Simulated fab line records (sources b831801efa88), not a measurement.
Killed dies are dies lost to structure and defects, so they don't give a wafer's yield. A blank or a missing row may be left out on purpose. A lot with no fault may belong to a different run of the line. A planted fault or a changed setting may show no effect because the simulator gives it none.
fab line records || flow gf180mcu
[record] {"lots": 13, "wafers": 39, "last_day": 34}
route steps=602 shown M3@414 V3@452 M4@457
lots that met no fault: from a run of the same line without faults
start_h: start of the lot's first displayed wafer, in hours after the record's first day || wait_h: hours elapsed since this lot's preceding step || " the same as in the row above || L1.1+2: a row that stands for several wafers || - value missing, or start not given || * or withheld: withheld || < > ~ a bound
route shown NAME@n: names a module that has steps shown in the file, with the first one's number in the route || usual: mean/standard deviation of fault-free wafers || same: alike in all rows || chamber/n: place in a boat || sites: readings site by site || _std_site: their standard deviation || _edge_site: mean of outer sites minus mean of inner sites || radius_mm: how far each site lies from the wafer's centre || mask NAME#n: copy n || behind: the last tool/chamber to shape the wafer || hold: cause of the lot's hold/its duration in hours/its outcome || device: the transistor (n, p or np) that didn't switch || end of line: tests of these same wafers at the route's end || a step with no rows: only its recipe || killed: not the wafer's yield, but the dies lost to structure and defects at the first sort || map: a wafer's dies, x killed, . not, _ none there
set.NAME: setting as actually run; set.NAME@STEP: the setting as run at that earlier step || model.NAME: the simulator's own value behind a step, which no gauge read
one table for each step of the route and one row for each wafer, over a sample of lots
services: the hour from which a tool's chamber was out of use, counted from the record's first day as start_h (under 0 if before that day), plus the number of hours and why
[[steps]]
[step GF_M3_RS_MEAS_05]
[recipe] {"thk_meas_gauge": "four-point-probe", "reads": "TiN_of_M3_SPUTTER_04+Ti_of_M3_SPUTTER_03+AlCu_of_M3_SPUTTER_02+TiN_of_M3_SPUTTER_01+Ti_of_M3_SPUTTER_00"}
[usual] {"M3_ALCU_RS": "0.0697/0.00086"}
{"lot.wafer": "L166.1", "tool": "film_metro-04", "chamber": "-", "start_h": 462.49, "wait_h": 0.0, "M3_ALCU_RS[ohm/sq]": 0.0684}
{"lot.wafer": "L166.2", "tool": "film_metro-04", "chamber": "-", "start_h": 462.49, "wait_h": 0.0, "M3_ALCU_RS[ohm/sq]": 0.0693}
{"lot.wafer": "L166.6", "tool": "film_metro-04", "chamber": "-", "start_h": 462.49, "wait_h": 0.0, "M3_ALCU_RS[ohm/sq]": 0.0693}
{"lot.wafer": "L167.4", "tool": "film_metro-04", "chamber": "-", "start_h": 466.42, "wait_h": 0.1, "M3_ALCU_RS[ohm/sq]": 0.0703}
{"lot.wafer": "L167.5", "tool": "film_metro-04", "chamber": "-", "start_h": 466.42, "wait_h": 0.1, "M3_ALCU_RS[ohm/sq]": 0.0699}
{"lot.wafer": "L167.6", "tool": "film_metro-04", "chamber": "-", "start_h": 466.42, "wait_h": 0.1, "M3_ALCU_RS[ohm/sq]": 0.0718}
{"lot.wafer": "L168.1", "tool": "film_metro-03", "chamber": "-", "start_h": 483.37, "wait_h": 0.0, "M3_ALCU_RS[ohm/sq]": 0.0693}
{"lot.wafer": "L168.2", "tool": "film_metro-03", "chamber": "-", "start_h": 483.37, "wait_h": 0.0, "M3_ALCU_RS[ohm/sq]": 0.0696}
{"lot.wafer": "L168.5", "tool": "film_metro-03", "chamber": "-", "start_h": 483.37, "wait_h": 0.0, "M3_ALCU_RS[ohm/sq]": 0.0695}
{"lot.wafer": "L169.1", "tool": "film_metro-03", "chamber": "-", "start_h": 494.34, "wait_h": 0.0, "M3_ALCU_RS[ohm/sq]": 0.0688}
{"lot.wafer": "L169.4", "tool": "film_metro-03", "chamber": "-", "start_h": 494.34, "wait_h": 0.0, "M3_ALCU_RS[ohm/sq]": 0.0686}
{"lot.wafer": "L169.6", "tool": "film_metro-03", "chamber": "-", "start_h": 494.34, "wait_h": 0.0, "M3_ALCU_RS[ohm/sq]": 0.0688}
{"lot.wafer": "L170.2", "tool": "film_metro-03", "chamber": "-", "start_h": 498.14, "wait_h": 0.0, "M3_ALCU_RS[ohm/sq]": 0.0702}
{"lot.wafer": "L170.5", "tool": "film_metro-03", "chamber": "-", "start_h": 498.14, "wait_h": 0.0, "M3_ALCU_RS[ohm/sq]": 0.0699}
{"lot.wafer": "L170.6", "tool": "film_metro-03", "chamber": "-", "start_h": 498.14, "wait_h": 0.0, "M3_ALCU_RS[ohm/sq]": 0.0692}
{"lot.wafer": "L175.3", "tool": "film_metro-03", "chamber": "-", "start_h": 551.21, "wait_h": 0.1, "M3_ALCU_RS[ohm/sq]": 0.0689}
{"lot.wafer": "L175.4", "tool": "film_metro-03", "chamber": "-", "start_h": 551.21, "wait_h": 0.1, "M3_ALCU_RS[ohm/sq]": 0.0691}
{"lot.wafer": "L175.6", "tool": "film_metro-03", "chamber": "-", "start_h": 551.21, "wait_h": 0.1, "M3_ALCU_RS[ohm/sq]": 0.0688}
{"lot.wafer": "L178.2", "tool": "film_metro-01", "chamber": "-", "start_h": 573.50, "wait_h": 0.0, "M3_ALCU_RS[ohm/sq]": 0.0697}
{"lot.wafer": "L178.3", "tool": "film_metro-01", "chamber": "-", "start_h": 573.50, "wait_h": 0.0, "M3_ALCU_RS[ohm/sq]": 0.0704}
{"lot.wafer": "L178.4", "tool": "film_metro-01", "chamber": "-", "start_h": 573.50, "wait_h": 0.0, "M3_ALCU_RS[ohm/sq]": 0.0700}
{"lot.wafer": "L182.1", "tool": "film_metro-01", "chamber": "-", "start_h": 608.83, "wait_h": 0.0, "M3_ALCU_RS[ohm/sq]": 0.0698}
{"lot.wafer": "L182.2", "tool": "film_metro-01", "chamber": "-", "start_h": 608.83, "wait_h": 0.0, "M3_ALCU_RS[ohm/sq]": 0.0699}
{"lot.wafer": "L182.3", "tool": "film_metro-01", "chamber": "-", "start_h": 608.83, "wait_h": 0.0, "M3_ALCU_RS[ohm/sq]": 0.0695}
{"lot.wafer": "L183.2", "tool": "film_metro-01", "chamber": "-", "start_h": 614.30, "wait_h": 0.0, "M3_ALCU_RS[ohm/sq]": 0.0697}
{"lot.wafer": "L183.5", "tool": "film_metro-01", "chamber": "-", "start_h": 614.30, "wait_h": 0.0, "M3_ALCU_RS[ohm/sq]": 0.0717}
{"lot.wafer": "L183.6", "tool": "film_metro-01", "chamber": "-", "start_h": 614.30, "wait_h": 0.0, "M3_ALCU_RS[ohm/sq]": 0.0700}
{"lot.wafer": "L186.1", "tool": "film_metro-03", "chamber": "-", "start_h": 630.49, "wait_h": 0.0, "M3_ALCU_RS[ohm/sq]": 0.0701}
{"lot.wafer": "L186.2", "tool": "film_metro-03", "chamber": "-", "start_h": 630.49, "wait_h": 0.0, "M3_ALCU_RS[ohm/sq]": 0.0696}
{"lot.wafer": "L186.3", "tool": "film_metro-03", "chamber": "-", "start_h": 630.49, "wait_h": 0.0, "M3_ALCU_RS[ohm/sq]": 0.0718}
{"lot.wafer": "L187.1", "tool": "film_metro-04", "chamber": "-", "start_h": 642.64, "wait_h": 0.0, "M3_ALCU_RS[ohm/sq]": 0.0691}
{"lot.wafer": "L187.2", "tool": "film_metro-04", "chamber": "-", "start_h": 642.64, "wait_h": 0.0, "M3_ALCU_RS[ohm/sq]": 0.0688}
{"lot.wafer": "L187.6", "tool": "film_metro-04", "chamber": "-", "start_h": 642.64, "wait_h": 0.0, "M3_ALCU_RS[ohm/sq]": 0.0703}
{"lot.wafer": "L188.2", "tool": "film_metro-01", "chamber": "-", "start_h": 643.74, "wait_h": 0.0, "M3_ALCU_RS[ohm/sq]": 0.0694}
{"lot.wafer": "L188.4", "tool": "film_metro-01", "chamber": "-", "start_h": 643.74, "wait_h": 0.0, "M3_ALCU_RS[ohm/sq]": 0.0713}
{"lot.wafer": "L188.5", "tool": "film_metro-01", "chamber": "-", "start_h": 643.74, "wait_h": 0.0, "M3_ALCU_RS[ohm/sq]": 0.0713}
{"lot.wafer": "L189.1", "tool": "film_metro-01", "chamber": "-", "start_h": 649.59, "wait_h": 0.0, "M3_ALCU_RS[ohm/sq]": 0.0702}
{"lot.wafer": "L189.4", "tool": "film_metro-01", "chamber": "-", "start_h": 649.59, "wait_h": 0.0, "M3_ALCU_RS[ohm/sq]": 0.0701}
{"lot.wafer": "L189.5", "tool": "film_metro-01", "chamber": "-", "start_h": 649.59, "wait_h": 0.0, "M3_ALCU_RS[ohm/sq]": 0.0697}
[step GF_V3_CVD_23]
[recipe] {"material": "W", "target_thk_nm": 350, "time_s": 104.9, "temp_c": 397, "pressure_torr": 40}
[usual] {"chamber_pressure_Torr": "40.00/0.086", "heater_power_w": "824/110"}
{"lot.wafer": "L166.1", "tool": "cvd_w-01", "chamber": 1, "start_h": 512.83, "wait_h": 0.0, "chamber_pressure_Torr": 39.99, "heater_power_w": 829, "since_wet_clean_h": 109}
{"lot.wafer": "L166.2", "tool": "cvd_w-01", "chamber": 0, "start_h": 512.83, "wait_h": 0.0, "chamber_pressure_Torr": 40.20, "heater_power_w": 957, "since_wet_clean_h": 109}
{"lot.wafer": "L166.6", "tool": "cvd_w-01", "chamber": 1, "start_h": 512.83, "wait_h": 0.0, "chamber_pressure_Torr": 40.05, "heater_power_w": 823, "since_wet_clean_h": "-"}
{"lot.wafer": "L167.4", "tool": "cvd_w-01", "chamber": 0, "start_h": 517.36, "wait_h": 0.1, "chamber_pressure_Torr": 40.06, "heater_power_w": 978, "since_wet_clean_h": "-"}
{"lot.wafer": "L167.5", "tool": "cvd_w-01", "chamber": 1, "start_h": 517.36, "wait_h": 0.1, "chamber_pressure_Torr": 40.03, "heater_power_w": 823, "since_wet_clean_h": "-"}
{"lot.wafer": "L167.6", "tool": "cvd_w-01", "chamber": 0, "start_h": 517.36, "wait_h": 0.1, "chamber_pressure_Torr": 39.95, "heater_power_w": 949, "since_wet_clean_h": "-"}
{"lot.wafer": "L168.1", "tool": "cvd_w-02", "chamber": 0, "start_h": 532.13, "wait_h": 0.0, "chamber_pressure_Torr": 40.09, "heater_power_w": 664, "since_wet_clean_h": 628}
{"lot.wafer": "L168.2", "tool": "cvd_w-02", "chamber": 1, "start_h": 532.13, "wait_h": 0.0, "chamber_pressure_Torr": 39.98, "heater_power_w": 851, "since_wet_clean_h": 628}
{"lot.wafer": "L168.5", "tool": "cvd_w-02", "chamber": 1, "start_h": 532.13, "wait_h": 0.0, "chamber_pressure_Torr": 40.01, "heater_power_w": 841, "since_wet_clean_h": "-"}
{"lot.wafer": "L169.1", "tool": "cvd_w-02", "chamber": 1, "start_h": 543.15, "wait_h": 0.0, "chamber_pressure_Torr": 40.04, "heater_power_w": 850, "since_wet_clean_h": 639}
{"lot.wafer": "L169.4", "tool": "cvd_w-02", "chamber": 0, "start_h": 543.15, "wait_h": 0.0, "chamber_pressure_Torr": 40.07, "heater_power_w": 674, "since_wet_clean_h": "-"}
{"lot.wafer": "L169.6", "tool": "cvd_w-02", "chamber": 0, "start_h": 543.15, "wait_h": 0.0, "chamber_pressure_Torr": 40.02, "heater_power_w": 660, "since_wet_clean_h": "-"}
{"lot.wafer": "L170.2", "tool": "cvd_w-02", "chamber": 1, "start_h": 546.99, "wait_h": 0.0, "chamber_pressure_Torr": 39.87, "heater_power_w": 843, "since_wet_clean_h": 643}
{"lot.wafer": "L170.5", "tool": "cvd_w-02", "chamber": 0, "start_h": 546.99, "wait_h": 0.0, "chamber_pressure_Torr": 40.06, "heater_power_w": 647, "since_wet_clean_h": "-"}
{"lot.wafer": "L170.6", "tool": "cvd_w-02", "chamber": 1, "start_h": 546.99, "wait_h": 0.0, "chamber_pressure_Torr": 40.00, "heater_power_w": 845, "since_wet_clean_h": "-"}
{"lot.wafer": "L175.3", "tool": "cvd_w-02", "chamber": 1, "start_h": 597.30, "wait_h": 0.1, "chamber_pressure_Torr": 38.81, "heater_power_w": 851, "since_wet_clean_h": "-"}
{"lot.wafer": "L175.4", "tool": "cvd_w-02", "chamber": 0, "start_h": 597.30, "wait_h": 0.1, "chamber_pressure_Torr": 38.90, "heater_power_w": 674, "since_wet_clean_h": "-"}
{"lot.wafer": "L175.6", "tool": "cvd_w-02", "chamber": 0, "start_h": 597.30, "wait_h": 0.1, "chamber_pressure_Torr": 38.70, "heater_power_w": 661, "since_wet_clean_h": "-"}
{"lot.wafer": "L178.2", "tool": "cvd_w-02", "chamber": 1, "start_h": 617.54, "wait_h": 0.0, "chamber_pressure_Torr": 38.83, "heater_power_w": 826, "since_wet_clean_h": 714}
{"lot.wafer": "L178.3", "tool": "cvd_w-02", "chamber": 0, "start_h": 617.54, "wait_h": 0.0, "chamber_pressure_Torr": 38.82, "heater_power_w": 651, "since_wet_clean_h": "-"}
{"lot.wafer": "L178.4", "tool": "cvd_w-02", "chamber": 1, "start_h": 617.54, "wait_h": 0.0, "chamber_pressure_Torr": 38.78, "heater_power_w": 845, "since_wet_clean_h": "-"}
{"lot.wafer": "L182.1", "tool": "cvd_w-01", "chamber": 0, "start_h": 652.25, "wait_h": 0.0, "chamber_pressure_Torr": 40.08, "heater_power_w": 989, "since_wet_clean_h": 248}
{"lot.wafer": "L182.2", "tool": "cvd_w-01", "chamber": 1, "start_h": 652.25, "wait_h": 0.0, "chamber_pressure_Torr": 39.88, "heater_power_w": 844, "since_wet_clean_h": 248}
{"lot.wafer": "L182.3", "tool": "cvd_w-01", "chamber": 1, "start_h": 652.25, "wait_h": 0.0, "chamber_pressure_Torr": 39.91, "heater_power_w": 844, "since_wet_clean_h": "-"}
{"lot.wafer": "L183.2", "tool": "cvd_w-01", "chamber": 1, "start_h": 657.93, "wait_h": 0.0, "chamber_pressure_Torr": 40.00, "heater_power_w": 830, "since_wet_clean_h": 254}
{"lot.wafer": "L183.5", "tool": "cvd_w-01", "chamber": 0, "start_h": 657.93, "wait_h": 0.0, "chamber_pressure_Torr": 39.97, "heater_power_w": 972, "since_wet_clean_h": "-"}
{"lot.wafer": "L183.6", "tool": "cvd_w-01", "chamber": 1, "start_h": 657.93, "wait_h": 0.0, "chamber_pressure_Torr": 40.11, "heater_power_w": 863, "since_wet_clean_h": "-"}
{"lot.wafer": "L186.1", "tool": "cvd_w-02", "chamber": 0, "start_h": 672.92, "wait_h": 0.0, "chamber_pressure_Torr": 39.98, "heater_power_w": 673, "since_wet_clean_h": 769}
{"lot.wafer": "L186.2", "tool": "cvd_w-02", "chamber": 1, "start_h": 672.92, "wait_h": 0.0, "chamber_pressure_Torr": 39.98, "heater_power_w": 859, "since_wet_clean_h": 769}
{"lot.wafer": "L186.3", "tool": "cvd_w-02", "chamber": 0, "start_h": 672.92, "wait_h": 0.0, "chamber_pressure_Torr": 39.88, "heater_power_w": 674, "since_wet_clean_h": "-"}
{"lot.wafer": "L187.1", "tool": "cvd_w-02", "chamber": 0, "start_h": 682.97, "wait_h": 0.0, "chamber_pressure_Torr": 39.97, "heater_power_w": 672, "since_wet_clean_h": 779}
{"lot.wafer": "L187.2", "tool": "cvd_w-02", "chamber": 1, "start_h": 682.97, "wait_h": 0.0, "chamber_pressure_Torr": 39.94, "heater_power_w": 850, "since_wet_clean_h": 779}
{"lot.wafer": "L187.6", "tool": "cvd_w-02", "chamber": 0, "start_h": 682.97, "wait_h": 0.0, "chamber_pressure_Torr": 39.94, "heater_power_w": 665, "since_wet_clean_h": "-"}
{"lot.wafer": "L188.2", "tool": "cvd_w-02", "chamber": 0, "start_h": 684.59, "wait_h": 0.0, "chamber_pressure_Torr": 40.00, "heater_power_w": 672, "since_wet_clean_h": 781}
{"lot.wafer": "L188.4", "tool": "cvd_w-02", "chamber": 1, "start_h": 684.59, "wait_h": 0.0, "chamber_pressure_Torr": 39.92, "heater_power_w": 829, "since_wet_clean_h": "-"}
{"lot.wafer": "L188.5", "tool": "cvd_w-02", "chamber": 1, "start_h": 684.59, "wait_h": 0.0, "chamber_pressure_Torr": 40.01, "heater_power_w": 848, "since_wet_clean_h": "-"}
{"lot.wafer": "L189.1", "tool": "cvd_w-02", "chamber": 0, "start_h": 688.84, "wait_h": 0.0, "chamber_pressure_Torr": 39.89, "heater_power_w": 671, "since_wet_clean_h": 785}
{"lot.wafer": "L189.4", "tool": "cvd_w-02", "chamber": 0, "start_h": 688.84, "wait_h": 0.0, "chamber_pressure_Torr": 40.12, "heater_power_w": 658, "since_wet_clean_h": "-"}
{"lot.wafer": "L189.5", "tool": "cvd_w-02", "chamber": 0, "start_h": 688.84, "wait_h": 0.0, "chamber_pressure_Torr": 39.92, "heater_power_w": 678, "since_wet_clean_h": "-"}
[step GF_M4_SPUTTER_01]
[recipe] {"material": "TiN", "target_thk_nm": 30, "power_w": 6500, "time_s": 25, "chamber_pressure_pa": 0.4}
[usual] {"throttle_valve_pct": "30.3/1.1"}
{"lot.wafer": "L166.1", "tool": "pvd_sputter-02", "chamber": "-", "start_h": 513.52, "wait_h": 0.1, "throttle_valve_pct": 29.4}
{"lot.wafer": "L166.2", "tool": "pvd_sputter-02", "chamber": "-", "start_h": 513.52, "wait_h": 0.1, "throttle_valve_pct": 31.0}
{"lot.wafer": "L166.6", "tool": "pvd_sputter-02", "chamber": "-", "start_h": 513.52, "wait_h": 0.1, "throttle_valve_pct": 29.3}
{"lot.wafer": "L167.4", "tool": "pvd_sputter-01", "chamber": "-", "start_h": 518.02, "wait_h": 0.1, "throttle_valve_pct": 31.2}
{"lot.wafer": "L167.5", "tool": "pvd_sputter-01", "chamber": "-", "start_h": 518.02, "wait_h": 0.1, "throttle_valve_pct": 28.7}
{"lot.wafer": "L167.6", "tool": "pvd_sputter-01", "chamber": "-", "start_h": 518.02, "wait_h": 0.1, "throttle_valve_pct": 31.3}
{"lot.wafer": "L168.1", "tool": "pvd_sputter-03", "chamber": "-", "start_h": 532.82, "wait_h": 0.1, "throttle_valve_pct": 30.4}
{"lot.wafer": "L168.2", "tool": "pvd_sputter-03", "chamber": "-", "start_h": 532.82, "wait_h": 0.1, "throttle_valve_pct": 31.6}
{"lot.wafer": "L168.5", "tool": "pvd_sputter-03", "chamber": "-", "start_h": 532.82, "wait_h": 0.1, "throttle_valve_pct": 30.3}
{"lot.wafer": "L169.1", "tool": "pvd_sputter-01", "chamber": "-", "start_h": 544.82, "wait_h": 0.1, "throttle_valve_pct": 28.2}
{"lot.wafer": "L169.4", "tool": "pvd_sputter-01", "chamber": "-", "start_h": 544.82, "wait_h": 0.1, "throttle_valve_pct": 31.2}
{"lot.wafer": "L169.6", "tool": "pvd_sputter-01", "chamber": "-", "start_h": 544.82, "wait_h": 0.1, "throttle_valve_pct": 28.5}
{"lot.wafer": "L170.2", "tool": "pvd_sputter-01", "chamber": "-", "start_h": 547.68, "wait_h": 0.1, "throttle_valve_pct": 28.1}
{"lot.wafer": "L170.5", "tool": "pvd_sputter-01", "chamber": "-", "start_h": 547.68, "wait_h": 0.1, "throttle_valve_pct": 31.2}
{"lot.wafer": "L170.6", "tool": "pvd_sputter-01", "chamber": "-", "start_h": 547.68, "wait_h": 0.1, "throttle_valve_pct": 28.1}
{"lot.wafer": "L175.3", "tool": "pvd_sputter-02", "chamber": "-", "start_h": 597.96, "wait_h": 0.1, "throttle_valve_pct": 30.9}
{"lot.wafer": "L175.4", "tool": "pvd_sputter-02", "chamber": "-", "start_h": 597.96, "wait_h": 0.1, "throttle_valve_pct": 29.2}
{"lot.wafer": "L175.6", "tool": "pvd_sputter-02", "chamber": "-", "start_h": 597.96, "wait_h": 0.1, "throttle_valve_pct": 30.3}
{"lot.wafer": "L178.2", "tool": "pvd_sputter-02", "chamber": "-", "start_h": 618.23, "wait_h": 0.1, "throttle_valve_pct": 30.5}
{"lot.wafer": "L178.3", "tool": "pvd_sputter-02", "chamber": "-", "start_h": 618.23, "wait_h": 0.1, "throttle_valve_pct": 30.8}
{"lot.wafer": "L178.4", "tool": "pvd_sputter-02", "chamber": "-", "start_h": 618.23, "wait_h": 0.1, "throttle_valve_pct": 29.4}
{"lot.wafer": "L182.1", "tool": "pvd_sputter-02", "chamber": "-", "start_h": 653.32, "wait_h": 0.1, "throttle_valve_pct": 29.2}
{"lot.wafer": "L182.2", "tool": "pvd_sputter-02", "chamber": "-", "start_h": 653.32, "wait_h": 0.1, "throttle_valve_pct": 30.9}
{"lot.wafer": "L182.3", "tool": "pvd_sputter-02", "chamber": "-", "start_h": 653.32, "wait_h": 0.1, "throttle_valve_pct": 30.3}
{"lot.wafer": "L183.2", "tool": "pvd_sputter-02", "chamber": "-", "start_h": 658.93, "wait_h": 0.1, "throttle_valve_pct": 28.9}
{"lot.wafer": "L183.5", "tool": "pvd_sputter-02", "chamber": "-", "start_h": 658.93, "wait_h": 0.1, "throttle_valve_pct": 30.3}
{"lot.wafer": "L183.6", "tool": "pvd_sputter-02", "chamber": "-", "start_h": 658.93, "wait_h": 0.1, "throttle_valve_pct": 30.8}
{"lot.wafer": "L186.1", "tool": "pvd_sputter-03", "chamber": "-", "start_h": 673.62, "wait_h": 0.1, "throttle_valve_pct": 31.6}
{"lot.wafer": "L186.2", "tool": "pvd_sputter-03", "chamber": "-", "start_h": 673.62, "wait_h": 0.1, "throttle_valve_pct": 30.4}
{"lot.wafer": "L186.3", "tool": "pvd_sputter-03", "chamber": "-", "start_h": 673.62, "wait_h": 0.1, "throttle_valve_pct": 30.4}
{"lot.wafer": "L187.1", "tool": "pvd_sputter-03", "chamber": "-", "start_h": 683.66, "wait_h": 0.1, "throttle_valve_pct": 30.4}
{"lot.wafer": "L187.2", "tool": "pvd_sputter-03", "chamber": "-", "start_h": 683.66, "wait_h": 0.1, "throttle_valve_pct": 30.3}
{"lot.wafer": "L187.6", "tool": "pvd_sputter-03", "chamber": "-", "start_h": 683.66, "wait_h": 0.1, "throttle_valve_pct": 31.9}
{"lot.wafer": "L188.2", "tool": "pvd_sputter-03", "chamber": "-", "start_h": 685.28, "wait_h": 0.1, "throttle_valve_pct": 31.2}
{"lot.wafer": "L188.4", "tool": "pvd_sputter-03", "chamber": "-", "start_h": 685.28, "wait_h": 0.1, "throttle_valve_pct": 30.4}
{"lot.wafer": "L188.5", "tool": "pvd_sputter-03", "chamber": "-", "start_h": 685.28, "wait_h": 0.1, "throttle_valve_pct": 30.4}
{"lot.wafer": "L189.1", "tool": "pvd_sputter-03", "chamber": "-", "start_h": 689.53, "wait_h": 0.1, "throttle_valve_pct": 30.9}
{"lot.wafer": "L189.4", "tool": "pvd_sputter-03", "chamber": "-", "start_h": 689.53, "wait_h": 0.1, "throttle_valve_pct": 30.2}
{"lot.wafer": "L189.5", "tool": "pvd_sputter-03", "chamber": "-", "start_h": 689.53, "wait_h": 0.1, "throttle_valve_pct": 31.6}
[step GF_M4_SPUTTER_03]
[recipe] {"material": "Ti", "target_thk_nm": 10, "substrate_temp_c": 300, "chamber_pressure_pa": 0.3, "power_w": 3000, "time_s": 6.7}
[usual] {"throttle_valve_pct": "30.3/1.1"}
{"lot.wafer": "L166.1", "tool": "pvd_sputter-02", "chamber": "-", "start_h": 513.58, "wait_h": 0.0, "throttle_valve_pct": 29.2}
{"lot.wafer": "L166.2", "tool": "pvd_sputter-02", "chamber": "-", "start_h": 513.58, "wait_h": 0.0, "throttle_valve_pct": 30.7}
{"lot.wafer": "L166.6", "tool": "pvd_sputter-02", "chamber": "-", "start_h": 513.58, "wait_h": 0.0, "throttle_valve_pct": 29.3}
{"lot.wafer": "L167.4", "tool": "pvd_sputter-01", "chamber": "-", "start_h": 518.08, "wait_h": 0.0, "throttle_valve_pct": 30.9}
{"lot.wafer": "L167.5", "tool": "pvd_sputter-01", "chamber": "-", "start_h": 518.08, "wait_h": 0.0, "throttle_valve_pct": 28.8}
{"lot.wafer": "L167.6", "tool": "pvd_sputter-01", "chamber": "-", "start_h": 518.08, "wait_h": 0.0, "throttle_valve_pct": 31.2}
{"lot.wafer": "L168.1", "tool": "pvd_sputter-03", "chamber": "-", "start_h": 532.88, "wait_h": 0.0, "throttle_valve_pct": 30.2}
{"lot.wafer": "L168.2", "tool": "pvd_sputter-03", "chamber": "-", "start_h": 532.88, "wait_h": 0.0, "throttle_valve_pct": 31.8}
{"lot.wafer": "L168.5", "tool": "pvd_sputter-03", "chamber": "-", "start_h": 532.88, "wait_h": 0.0, "throttle_valve_pct": 30.6}
{"lot.wafer": "L169.1", "tool": "pvd_sputter-01", "chamber": "-", "start_h": 544.88, "wait_h": 0.0, "throttle_valve_pct": 28.4}
{"lot.wafer": "L169.4", "tool": "pvd_sputter-01", "chamber": "-", "start_h": 544.88, "wait_h": 0.0, "throttle_valve_pct": 31.0}
{"lot.wafer": "L169.6", "tool": "pvd_sputter-01", "chamber": "-", "start_h": 544.88, "wait_h": 0.0, "throttle_valve_pct": 28.3}
{"lot.wafer": "L170.2", "tool": "pvd_sputter-01", "chamber": "-", "start_h": 547.74, "wait_h": 0.0, "throttle_valve_pct": 28.2}
{"lot.wafer": "L170.5", "tool": "pvd_sputter-01", "chamber": "-", "start_h": 547.74, "wait_h": 0.0, "throttle_valve_pct": 31.1}
{"lot.wafer": "L170.6", "tool": "pvd_sputter-01", "chamber": "-", "start_h": 547.74, "wait_h": 0.0, "throttle_valve_pct": 28.6}
{"lot.wafer": "L175.3", "tool": "pvd_sputter-02", "chamber": "-", "start_h": 598.02, "wait_h": 0.0, "throttle_valve_pct": 31.1}
{"lot.wafer": "L175.4", "tool": "pvd_sputter-02", "chamber": "-", "start_h": 598.02, "wait_h": 0.0, "throttle_valve_pct": 29.3}
{"lot.wafer": "L175.6", "tool": "pvd_sputter-02", "chamber": "-", "start_h": 598.02, "wait_h": 0.0, "throttle_valve_pct": 30.5}
{"lot.wafer": "L178.2", "tool": "pvd_sputter-02", "chamber": "-", "start_h": 618.29, "wait_h": 0.0, "throttle_valve_pct": 30.4}
{"lot.wafer": "L178.3", "tool": "pvd_sputter-02", "chamber": "-", "start_h": 618.29, "wait_h": 0.0, "throttle_valve_pct": 30.9}
{"lot.wafer": "L178.4", "tool": "pvd_sputter-02", "chamber": "-", "start_h": 618.29, "wait_h": 0.0, "throttle_valve_pct": 29.2}
{"lot.wafer": "L182.1", "tool": "pvd_sputter-02", "chamber": "-", "start_h": 653.38, "wait_h": 0.0, "throttle_valve_pct": 29.4}
{"lot.wafer": "L182.2", "tool": "pvd_sputter-02", "chamber": "-", "start_h": 653.38, "wait_h": 0.0, "throttle_valve_pct": 31.2}
{"lot.wafer": "L182.3", "tool": "pvd_sputter-02", "chamber": "-", "start_h": 653.38, "wait_h": 0.0, "throttle_valve_pct": 30.4}
{"lot.wafer": "L183.2", "tool": "pvd_sputter-02", "chamber": "-", "start_h": 658.99, "wait_h": 0.0, "throttle_valve_pct": 29.4}
{"lot.wafer": "L183.5", "tool": "pvd_sputter-02", "chamber": "-", "start_h": 658.99, "wait_h": 0.0, "throttle_valve_pct": 30.3}
{"lot.wafer": "L183.6", "tool": "pvd_sputter-02", "chamber": "-", "start_h": 658.99, "wait_h": 0.0, "throttle_valve_pct": 30.8}
{"lot.wafer": "L186.1", "tool": "pvd_sputter-03", "chamber": "-", "start_h": 673.68, "wait_h": 0.0, "throttle_valve_pct": 32.0}
{"lot.wafer": "L186.2", "tool": "pvd_sputter-03", "chamber": "-", "start_h": 673.68, "wait_h": 0.0, "throttle_valve_pct": 30.3}
{"lot.wafer": "L186.3", "tool": "pvd_sputter-03", "chamber": "-", "start_h": 673.68, "wait_h": 0.0, "throttle_valve_pct": 30.3}
{"lot.wafer": "L187.1", "tool": "pvd_sputter-03", "chamber": "-", "start_h": 683.72, "wait_h": 0.0, "throttle_valve_pct": 30.1}
{"lot.wafer": "L187.2", "tool": "pvd_sputter-03", "chamber": "-", "start_h": 683.72, "wait_h": 0.0, "throttle_valve_pct": 30.6}
{"lot.wafer": "L187.6", "tool": "pvd_sputter-03", "chamber": "-", "start_h": 683.72, "wait_h": 0.0, "throttle_valve_pct": 31.7}
{"lot.wafer": "L188.2", "tool": "pvd_sputter-03", "chamber": "-", "start_h": 685.34, "wait_h": 0.0, "throttle_valve_pct": 31.1}
{"lot.wafer": "L188.4", "tool": "pvd_sputter-03", "chamber": "-", "start_h": 685.34, "wait_h": 0.0, "throttle_valve_pct": 30.3}
{"lot.wafer": "L188.5", "tool": "pvd_sputter-03", "chamber": "-", "start_h": 685.34, "wait_h": 0.0, "throttle_valve_pct": 30.5}
{"lot.wafer": "L189.1", "tool": "pvd_sputter-03", "chamber": "-", "start_h": 689.59, "wait_h": 0.0, "throttle_valve_pct": 31.0}
{"lot.wafer": "L189.4", "tool": "pvd_sputter-03", "chamber": "-", "start_h": 689.59, "wait_h": 0.0, "throttle_valve_pct": 30.4}
{"lot.wafer": "L189.5", "tool": "pvd_sputter-03", "chamber": "-", "start_h": 689.59, "wait_h": 0.0, "throttle_valve_pct": 32.0}
[[services]]
{"tool": "cvd_w-02", "chamber": "-", "start_h": 558.07, "hours": 2.9, "kind": "repair"}
{"tool": "cvd_w-01", "chamber": "-", "start_h": 567.38, "hours": 0.6, "kind": "repair"}
{"tool": "pvd_sputter-03", "chamber": "-", "start_h": 570.11, "hours": 1.8, "kind": "repair"}
{"tool": "pvd_sputter-03", "chamber": "-", "start_h": 572.90, "hours": 6.7, "kind": "repair"}
{"tool": "pvd_sputter-01", "chamber": "-", "start_h": 596.03, "hours": 3.1, "kind": "repair"}
{"tool": "cvd_w-02", "chamber": 1, "start_h": 599.77, "hours": 3.7, "kind": "repair"}
{"tool": "pvd_sputter-02", "chamber": "-", "start_h": 639.70, "hours": 2.3, "kind": "repair"}
{"tool": "pvd_sputter-01", "chamber": "-", "start_h": 653.47, "hours": 1.0, "kind": "repair"}
{"tool": "pvd_sputter-02", "chamber": "-", "start_h": 659.15, "hours": 10.5, "kind": "repair"}
{"tool": "cvd_w-01", "chamber": "-", "start_h": 664.81, "hours": 0.5, "kind": "repair"}
[[key]]
[first_sign] {"step": "GF_V3_CVD_23", "reading": "chamber_pressure_Torr", "direction": "down", "sigmas": 14, "usual": 40.00, "struck": 38.81}
effect none on later readings
met_at GF_V3_CVD_23
struck_lots L175,L178
not_acting_at GF_M3_RS_MEAS_05,GF_M4_SPUTTER_01,GF_M4_SPUTTER_03
onset_between 546.99 597.30
[fault] {"kind": "process_parameter_drift", "tool": "cvd_w-02", "chamber": "-", "onset_h": 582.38, "steps": "GF_V3_CVD_23", "channel": "pressure_torr", "offset": -1.2166, "shape": "step", "end_h": 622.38, "acts_in": "these_recipes_only", "stated": 40}
